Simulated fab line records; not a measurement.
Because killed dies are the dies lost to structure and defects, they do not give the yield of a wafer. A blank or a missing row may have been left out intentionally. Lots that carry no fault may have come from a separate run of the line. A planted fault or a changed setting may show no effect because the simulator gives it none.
Problem report in the 8D (eight disciplines) form, filled by code :: flow sky130 :: the parts of the form that need people (team, actions taken, sign-off) are left out

== 1. WHAT WENT WRONG ==
At SKY_METAL4_EXPOSE_10, exposureDoseMJCm2 averages 27.59 over 9 wafers from 3 lots, while fault-free wafers read 27.95, standard deviation 0.034. That is -11 standard deviations from the usual mean.
The step: exposes mask MM4, target cd 300 nm.
Seen first at day 44 15:09 on krfScanner-02, wafer L304.2. Wafers with a number at this step in the record: 21, from 7 lots. Rule for "out", or "out of limits": more than 4 standard deviations from the usual mean. The rest of the wafers with a number are treated as sound.

== 2. WHAT IT IS; WHAT IT IS NOT ==
question: which readings at this step
is: exposureDoseMJCm2
is not: -

question: which lots
is: L304, L307, L309
is not: L295, L297, L299, L300

question: which wafers of those lots
is: all that have a number
is not: -

question: read on which tools
is: krfScanner-02
is not: krfScanner-01

question: when
is: from day 44 15:09
is not: up to then (12 sound wafers)

== 3. WHAT RULES OUT EACH SUSPECT ==
Counting: any tool at a process step up to the reading is kept as a suspect provided that every lot that is out went through it and no sound lot did after the first of them.
- krfScanner-02 at SKY_METAL4_EXPOSE_10 (exposes mask MM4, target cd 300 nm): kept. Every lot that is out went through it, starting with L304 (day 44 15:09), and after that it ran no sound lot; the last sound lot it ran before then is L297 (day 42 20:28). Its own readings are out on those wafers: exposureDoseMJCm2.
Left after counting: krfScanner-02 at SKY_METAL4_EXPOSE_10.

== 4. THE CAUSE (what the simulator had put in) ==
Process parameters drifting: krfScanner-02 at SKY_METAL4_EXPOSE_10, beginning at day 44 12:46. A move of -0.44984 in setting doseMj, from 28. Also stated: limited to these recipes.
The count eliminated every tool but this one.

== 5. THE CHAIN OF EFFECTS, in route order ==
Each row: a reading whose mean over the struck wafers that have a number lies more than 3 standard deviations from the usual. Only readings for which the record gives a usual standard deviation are gone through. hours: the time from each lot's start at the first step in this table that gives one to its start at this step, as a median over the lots. sigmas: the change in usual standard deviations.
hours: 0
step: SKY_METAL4_EXPOSE_10
reading: exposureDoseMJCm2
usual: 27.95
on struck wafers: 27.59
change: -0.36
sigmas: -11
The process steps in it:
- SKY_METAL4_EXPOSE_10: exposes mask MM4, target cd 300 nm.
Later measuring or inspecting steps at which every struck wafer that the step has a row for has a number for every such reading, and none has moved that far: SKY_METAL4_CD_MEAS_13, SKY_METAL4_OVL_MEAS_14.

== 6. WHAT WOULD HAVE CAUGHT IT SOONER ==
First out-of-limits reading in this record: day 44 15:09, which is 2 hours after fault onset at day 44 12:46.
